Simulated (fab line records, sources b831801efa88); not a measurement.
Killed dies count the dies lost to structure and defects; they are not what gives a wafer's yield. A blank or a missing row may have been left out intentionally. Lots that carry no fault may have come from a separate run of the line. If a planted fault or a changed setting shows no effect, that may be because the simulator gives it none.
fab line records ; flow sfq-line
record: lots: 7; wafers: 19; last-day: 82
route steps=325 shown M4@162 I4@163
lots untouched by any fault: they come from a run of this same line in which no faults occurred
start-h: start of the lot's first displayed wafer, in hours after the record's first day ; wait-h: hours since the lot's step before ; " unchanged from the row above ; L1.1+2: one row covering several wafers at once ; - no value present, or no start provided ; * or withheld: withheld ; < > ~ a bound
route shown NAME@n: a module of which the file shows steps, and the number in the route of the first ; usual: mean/standard deviation of fault-free wafers ; same: alike in all rows ; chamber/n: place in a boat ; sites: per-site readings ; _std_site: their standard deviation ; _edge_site: inner sites' mean taken away from outer sites' mean ; radius-mm: how far each site lies from the wafer's centre ; mask NAME#n: copy n ; behind: tool/chamber where the wafer was last shaped ; hold: cause of the lot's hold/its duration in hours/its outcome ; device: the transistor (n, p or np) that didn't switch ; end of line: the route-end tests of the same wafers ; a step given without rows: its recipe and nothing more ; killed: at the first sort, the dies lost to defects and structure; wafer yield is something else ; map: a wafer's dies, x killed, . not, _ none there
set.NAME: the setting as run; set.NAME@STEP: as run at that earlier step ; model.NAME: the simulator's own value behind a step, which no gauge read
lots seen at some steps along the route; tables by step, rows by wafer
services: from which hour (start-h, from the record's first day; less than 0 if before it) a tool's chamber was out of use, for how many hours, and why
== steps ==
step: SFQ_TRILAYER_M4_STRIP_SOLV_CLEAN_098
recipe: chemistry: NMP; temp-c: 70; time-s: 600
step: SFQ_TRILAYER_I4_DEP_PECVD_099
recipe: material: SiO2; temp-c: 150; time-s: 111.11; pressure-torr: 2.4; rf-w: 183.3; precursor: SiH4/N2O; target-thk-nm: 500
usual: heater-power-w: 79/14; throttle-valve-pct: 24.4/1.2
lot.wafer;tool;chamber;start-h;wait-h;heater-power-w;throttle-valve-pct
L665.2;pecvd-04;0;1014.71;0.0;70;24.4
L665.4;pecvd-04;2;1014.71;0.0;74;26.7
L665.6;pecvd-04;1;1014.71;0.0;85;23.9
L666.2;pecvd-01;1;1067.63;0.0;78;23.4
L666.4;pecvd-01;0;1067.63;0.0;105;24.2
L666.5;pecvd-01;1;1067.63;0.0;82;23.5
L667.2;pecvd-04;2;1076.82;0.0;68;26.8
L667.3;pecvd-04;1;1076.82;0.0;89;24.1
L667.4;pecvd-04;0;1076.82;0.0;64;24.3
L669.1;pecvd-04;0;1098.68;0.0;68;24.9
L669.2;pecvd-04;1;1098.68;0.0;91;23.8
L669.3;pecvd-04;2;1098.68;0.0;80;26.6
L679.2;pecvd-04;2;1167.03;0.0;79;26.7
L679.4;pecvd-04;2;1167.03;0.0;80;26.7
L679.5;pecvd-04;0;1167.03;0.0;73;24.5
L680.1;pecvd-01;2;1183.97;0.0;62;25.2
L680.4;pecvd-01;2;1183.97;0.0;47;25.5
L681.1;pecvd-01;2;1191.28;0.0;56;25.5
L681.3;pecvd-01;1;1191.28;0.0;84;23.4
step: SFQ_TRILAYER_I4_CMP_CMP_100
recipe: material: SiO2; down-force-psi: 3; platen-rpm: 60; pad-velocity-m-s: 0.94248
usual: motor-current-A: 10.7/0.64; platen-rpm: 60.00/0.044; time-to-endpoint-s: 217/6.4
lot.wafer;tool;chamber;start-h;wait-h;motor-current-A;platen-rpm;time-to-endpoint-s
L665.4;cmp-02;3;1014.79;0.0;11.4;59.87;225
L665.2;cmp-02;0;1014.79;0.0;9.7;60.04;213
L665.6;cmp-02;3;1016.79;2.0;11.5;59.97;220
L666.2;cmp-02;2;1068.81;1.1;12.1;59.96;206
L666.4;cmp-02;0;1069.81;2.1;9.8;60.01;206
L666.5;cmp-02;2;1070.81;3.1;12.0;60.05;213
L667.3;cmp-02;3;1077.31;0.5;11.4;59.97;220
L667.2;cmp-02;1;1078.31;1.5;9.8;59.95;211
L667.4;cmp-02;2;1078.31;1.5;12.1;60.05;226
L669.3;cmp-02;0;1101.64;2.9;9.3;59.98;212
L669.2;cmp-02;1;1101.64;2.9;10.1;60.02;214
L669.1;cmp-02;3;1103.14;4.4;10.8;60.09;208
L679.4;cmp-01;1;1176.12;9.0;10.1;59.98;213
L679.2;cmp-01;2;1176.12;9.0;10.4;59.95;213
L679.5;cmp-01;1;1178.12;11.0;10.7;59.93;217
L680.4;cmp-02;3;1192.94;8.9;11.0;60.08;219
L680.1;cmp-02;0;1192.94;8.9;10.3;60.00;215
L681.1;cmp-02;2;1198.94;7.6;11.9;59.94;221
L681.3;cmp-02;3;1198.94;7.6;11.1;59.98;215
step: SFQ_I4_BOW_MEAS_927
recipe: mode: bow
usual: I4_BOW: 3/7.8
lot.wafer;tool;chamber;start-h;wait-h;I4_BOW[um]
L665.2;film-metro-04;-;1017.81;2.0;-6
L665.4;film-metro-04;-;1017.81;2.0;-9
L665.6;film-metro-04;-;1017.81;2.0;9
L666.2;film-metro-04;-;1071.33;2.0;3
L666.4;film-metro-04;-;1071.33;2.0;12
L666.5;film-metro-04;-;1071.33;2.0;17
L667.2;film-metro-01;-;1080.33;1.5;4
L667.3;film-metro-01;-;1080.33;1.5;-3
L667.4;film-metro-01;-;1080.33;1.5;-9
L669.1;film-metro-03;-;1104.64;1.0;8
L669.2;film-metro-03;-;1104.64;1.0;14
L669.3;film-metro-03;-;1104.64;1.0;18
L679.2;film-metro-03;-;1179.14;2.0;20
L679.4;film-metro-03;-;1179.14;2.0;-1
L679.5;film-metro-03;-;1179.14;2.0;21
L680.1;film-metro-03;-;1195.94;2.0;11
L680.4;film-metro-03;-;1195.94;2.0;29
L681.1;film-metro-03;-;1201.94;2.5;-16
L681.3;film-metro-03;-;1201.94;2.5;-4
step: SFQ_TRILAYER_I4_METRO_MEASURE_101
usual: thk-nm: 200.0/0.95
lot.wafer;tool;chamber;start-h;wait-h;thk-nm
L665.2;film-metro-04;-;1018.11;0.3;202.3
L665.4;film-metro-04;-;1018.11;0.3;201.2
L665.6;film-metro-04;-;1018.11;0.3;201.6
L666.2;film-metro-04;-;1071.63;0.3;200.9
L666.4;film-metro-04;-;1071.63;0.3;200.3
L666.5;film-metro-04;-;1071.63;0.3;199.9
L667.2;film-metro-01;-;1080.63;0.3;200.1
L667.3;film-metro-01;-;1080.63;0.3;199.0
L667.4;film-metro-01;-;1080.63;0.3;199.5
L669.1;film-metro-03;-;1104.76;0.1;200.2
L669.2;film-metro-03;-;1104.76;0.1;201.6
L669.3;film-metro-03;-;1104.76;0.1;200.1
L679.2;film-metro-03;-;1179.44;0.3;200.3
L679.4;film-metro-03;-;1179.44;0.3;200.9
L679.5;film-metro-03;-;1179.44;0.3;200.5
L680.1;film-metro-03;-;1196.06;0.1;200.3
L680.4;film-metro-03;-;1196.06;0.1;199.6
L681.1;film-metro-03;-;1202.06;0.1;201.7
L681.3;film-metro-03;-;1202.06;0.1;200.2
step: SFQ_TRILAYER_I4_VIA_LITHO_COAT_108
recipe: resist: BARC; spin-rpm: 3000; resist-thk-nm: 62
step: SFQ_TRILAYER_I4_VIA_LITHO_COAT_103
recipe: resist: KrF; spin-rpm: 3000; resist-thk-nm: 650
step: SFQ_TRILAYER_I4_VIA_LITHO_SOFTBAKE_107
recipe: temp-c: withheld; time-s: withheld; resist: KrF
step: SFQ_TRILAYER_I4_VIA_LITHO_EXPOSE_104
recipe: mask-id: I4; na: 0.6; source-shape: conventional; sigma-outer: 0.65; target-cd-nm: 700; dose-mj: 21.3
step: SFQ_TRILAYER_I4_VIA_LITHO_PEB_106
recipe: peb-temp-c: 115; peb-time-s: 60; resist: KrF
step: SFQ_TRILAYER_I4_VIA_LITHO_DEVELOP_105
recipe: time-s: 60; resist: KrF
step: SFQ_I4_OVL_MEAS_928
usual: I4_OVL: -2/5.4
lot.wafer;tool;chamber;start-h;wait-h;I4_OVL[nm]
L665.2;overlay-01;-;1162.44;0.1;6
L665.4;overlay-01;-;1162.44;0.1;4
L665.6;overlay-01;-;1162.44;0.1;3
L666.2;overlay-01;-;1214.29;0.1;0
L666.4;overlay-01;-;1214.29;0.1;-6
L666.5;overlay-01;-;1214.29;0.1;-10
L667.2;overlay-01;-;1222.69;0.1;-5
L667.3;overlay-01;-;1222.69;0.1;-8
L667.4;overlay-01;-;1222.69;0.1;-6
L669.1;overlay-01;-;1244.68;0.1;-14
L669.2;overlay-01;-;1244.68;0.1;-13
L669.3;overlay-01;-;1244.68;0.1;-10
L679.2;overlay-01;-;1307.09;0.1;-10
L679.4;overlay-01;-;1307.09;0.1;-11
L679.5;overlay-01;-;1307.09;0.1;-11
L680.1;overlay-02;-;1320.05;0.1;2
L680.4;overlay-02;-;1320.05;0.1;1
L681.1;overlay-01;-;1323.65;0.1;2
L681.3;overlay-01;-;1323.65;0.1;1
step: SFQ_TRILAYER_I4_VIA_BARC_OPEN_VIA_ETCH_146
recipe: mask-material: PR; chemistry: O2; target-depth-nm: 125; target: BARC; source-w: 500; bias-w: 80; pressure-mtorr: 30; time-s: 41.7
usual: drypump-motor-current-A: 5.6/0.41; oes-product-au: 0.685/0.0044; run-length-s: 70.0/0.43
lot.wafer;tool;chamber;start-h;wait-h;drypump-motor-current-A;oes-product-au;rf-hours-counter-h;run-length-s;model.KrF_of_TRILAYER_I4_VIA_LITHO_COAT_103.thk-nm
L665.2;rie-diel-04;3;1162.47;0.0;5.6;0.688;18;70.3;574.9
L665.4;rie-diel-04;2;1162.47;0.0;5.5;0.679;15;69.7;574
L665.6;rie-diel-04;3;1162.47;0.0;5.5;0.681;-;70.2;573.9
L666.2;rie-diel-03;3;1214.32;0.0;5.7;0.683;20;70.8;573.3
L666.4;rie-diel-03;2;1214.32;0.0;5.4;0.690;6;69.7;572.3
L666.5;rie-diel-03;3;1214.32;0.0;5.7;0.688;-;70.7;573.4
L667.2;rie-diel-03;0;1222.72;0.0;6.3;0.686;4;69.7;572.8
L667.3;rie-diel-03;3;1222.72;0.0;5.8;0.677;20;71.1;573.5
L667.4;rie-diel-03;2;1222.72;0.0;5.4;0.688;6;70.1;573.8
L669.1;rie-diel-03;1;1244.72;0.0;5.6;0.683;7;69.6;576
L669.2;rie-diel-03;2;1244.72;0.0;5.5;0.682;6;69.8;578.9
L669.3;rie-diel-03;3;1244.72;0.0;5.7;0.686;20;70.4;577.4
L679.2;rie-diel-03;3;1307.12;0.0;5.8;0.680;22;70.6;572.3
L679.4;rie-diel-03;0;1307.12;0.0;6.3;0.823;7;60.4;582.9
L679.5;rie-diel-03;0;1307.12;0.0;6.3;0.692;-;69.5;573.4
L680.1;rie-diel-03;2;1320.08;0.0;5.4;0.824;8;60.5;584
L680.4;rie-diel-03;1;1320.08;0.0;5.5;0.829;-;60.4;583.8
L681.1;rie-diel-03;1;1323.68;0.0;5.5;0.822;9;60.4;581.1
L681.3;rie-diel-03;0;1323.68;0.0;6.3;0.680;7;70.0;570.1
step: SFQ_TRILAYER_I4_VIA_ETCH_VIA_ETCH_106
recipe: target: SiO2; stop-on: Nb; mask-material: PR; taper-deg: 20; chemistry: CHF3; target-depth-nm: 260; source-w: 500; bias-w: 80; pressure-mtorr: 30; time-s: withheld
usual: drypump-motor-current-A: 5.6/0.41; oes-product-au: 0.855/0.0052
lot.wafer;tool;chamber;start-h;wait-h;drypump-motor-current-A;oes-product-au;model.KrF_of_TRILAYER_I4_VIA_LITHO_COAT_103.thk-nm
L665.2;rie-diel-04;3;1162.51;0.0;5.6;0.858;529.9
L665.4;rie-diel-04;2;1162.51;0.0;5.6;0.853;529
L665.6;rie-diel-04;3;1162.51;0.0;5.6;0.862;529.1
L666.2;rie-diel-03;3;1214.36;0.0;5.8;0.857;528.2
L666.4;rie-diel-03;2;1214.36;0.0;5.4;0.866;527.8
L666.5;rie-diel-03;3;1214.36;0.0;5.7;0.851;528.5
L667.2;rie-diel-03;0;1222.76;0.0;6.3;0.844;528.8
L667.3;rie-diel-03;3;1222.76;0.0;5.7;0.852;529
L667.4;rie-diel-03;2;1222.76;0.0;5.4;0.845;529.5
L669.1;rie-diel-03;1;1244.76;0.0;5.5;0.853;530.4
L669.2;rie-diel-03;2;1244.76;0.0;5.4;0.854;534.6
L669.3;rie-diel-03;3;1244.76;0.0;5.7;0.848;532.9
L679.2;rie-diel-03;3;1307.16;0.0;5.8;0.858;527.4
L679.4;rie-diel-03;0;1307.16;0.0;6.3;0.852;538.4
L679.5;rie-diel-03;0;1307.16;0.0;6.3;0.856;529.3
L680.1;rie-diel-03;2;1320.12;0.0;5.4;0.853;539.8
L680.4;rie-diel-03;1;1320.12;0.0;5.5;0.854;538.7
L681.1;rie-diel-03;1;1323.72;0.0;5.6;0.864;535.5
L681.3;rie-diel-03;0;1323.72;0.0;6.3;0.858;525.9
step: SFQ_TRILAYER_I4_VIA_STRIP_STRIP_107
recipe: gas: O2; power-w: 200; platen-temp-c: 40; overash-fraction: 0.65; chemistry: O2; pressure-mtorr: 50
usual: drypump-motor-current-A: 5.8/0.55; oes-product-au: 0.995/0.0093; platen-temp-c: 40.00/0.12
lot.wafer;tool;chamber;start-h;wait-h;drypump-motor-current-A;oes-product-au;platen-temp-c;rf-hours-counter-h
L665.2;rie-metal-02;1;1162.62;-;6.0;0.996;39.97;124
L665.4;rie-metal-02;0;1162.62;-;6.6;0.993;39.95;-
L665.6;rie-metal-02;1;1162.62;-;5.9;0.999;39.98;-
L666.2;rie-metal-04;0;1214.47;-;6.2;0.989;39.93;123
L666.4;rie-metal-04;0;1214.47;-;6.2;0.987;40.06;-
L666.5;rie-metal-04;0;1214.47;-;6.2;0.984;39.98;-
L667.2;rie-metal-02;1;1222.87;-;5.9;0.981;40.17;0
L667.3;rie-metal-02;1;1222.87;-;5.9;0.983;40.15;-
L667.4;rie-metal-02;0;1222.87;-;6.6;0.993;39.97;-
L669.1;rie-metal-03;1;1244.87;-;5.0;0.987;39.92;94
L669.2;rie-metal-03;0;1244.87;-;6.0;0.991;39.88;14
L669.3;rie-metal-03;1;1244.87;-;5.0;0.992;39.95;-
L679.2;rie-metal-02;1;1307.27;-;5.9;0.990;39.90;16
L679.4;rie-metal-02;1;1307.27;-;6.0;0.989;40.04;-
L679.5;rie-metal-02;1;1307.27;-;6.0;0.991;39.94;-
L680.1;rie-metal-03;1;1320.24;-;5.0;0.997;40.19;106
L680.4;rie-metal-03;0;1320.24;-;5.9;0.996;40.22;-
L681.1;rie-metal-02;0;1323.84;-;6.6;0.993;40.05;104
L681.3;rie-metal-02;1;1323.84;-;6.0;0.985;39.86;-
== services ==
tool;chamber;start-h;hours;kind
pecvd-01;-;997.04;0.7;repair
film-metro-03;-;999.07;0.7;pm
cmp-02;-;1034.45;1.1;repair
cmp-02;-;1036.69;1.2;repair
pecvd-04;-;1062.62;0.4;repair
rie-diel-03;0;1068.17;4.1;repair
cmp-02;-;1091.64;4.0;pm
pecvd-04;2;1099.63;22.5;repair
rie-diel-03;0;1105.18;4.8;repair
rie-diel-03;-;1110.64;2.8;pm
cmp-02;-;1136.68;1.0;repair
rie-metal-02;-;1145.18;0.5;repair
film-metro-03;-;1146.50;0.6;pm
rie-diel-03;2;1165.10;5.6;repair
cmp-02;-;1169.11;0.8;repair
rie-metal-02;-;1173.26;2.8;pm
film-metro-03;-;1199.42;1.0;pm
pecvd-04;0;1204.06;13.8;repair
cmp-02;-;1219.36;0.6;repair
film-metro-03;-;1243.93;1.3;pm
pecvd-04;-;1275.89;1.3;repair
cmp-02;-;1297.72;3.1;pm
pecvd-04;-;1316.75;14.0;pm
rie-metal-02;-;1321.17;1.4;pm
== key ==
first-sign: step: SFQ_TRILAYER_I4_VIA_BARC_OPEN_VIA_ETCH_146; reading: oes-product-au; direction: up; sigmas: 32; usual: 0.685; struck: 0.825
effect: step: SFQ_TRILAYER_I4_VIA_BARC_OPEN_VIA_ETCH_146; reading: run-length-s; direction: down; sigmas: 22; usual: *; struck: *
model-effect: step: SFQ_TRILAYER_I4_VIA_BARC_OPEN_VIA_ETCH_146; value: KrF_of_TRILAYER_I4_VIA_LITHO_COAT_103.thk-nm; without: 571.6; struck: 583
model-effect: step: SFQ_TRILAYER_I4_VIA_ETCH_VIA_ETCH_106; value: KrF_of_TRILAYER_I4_VIA_LITHO_COAT_103.thk-nm; without: 526.7; struck: 538.1
met-at SFQ_TRILAYER_I4_VIA_BARC_OPEN_VIA_ETCH_146
struck-wafers L679.4,L680.1,L680.4,L681.1
onset-between 1244.72 1307.12
fault: kind: process-parameter-drift; tool: rie-diel-03; chamber: -; onset-h: 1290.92; steps: SFQ_TRILAYER_I4_VIA_BARC_OPEN_VIA_ETCH_146; channel: time-s; offset: *; shape: step; end-h: 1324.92; scope: struck-wafers-only; acts-in: *; stated: *
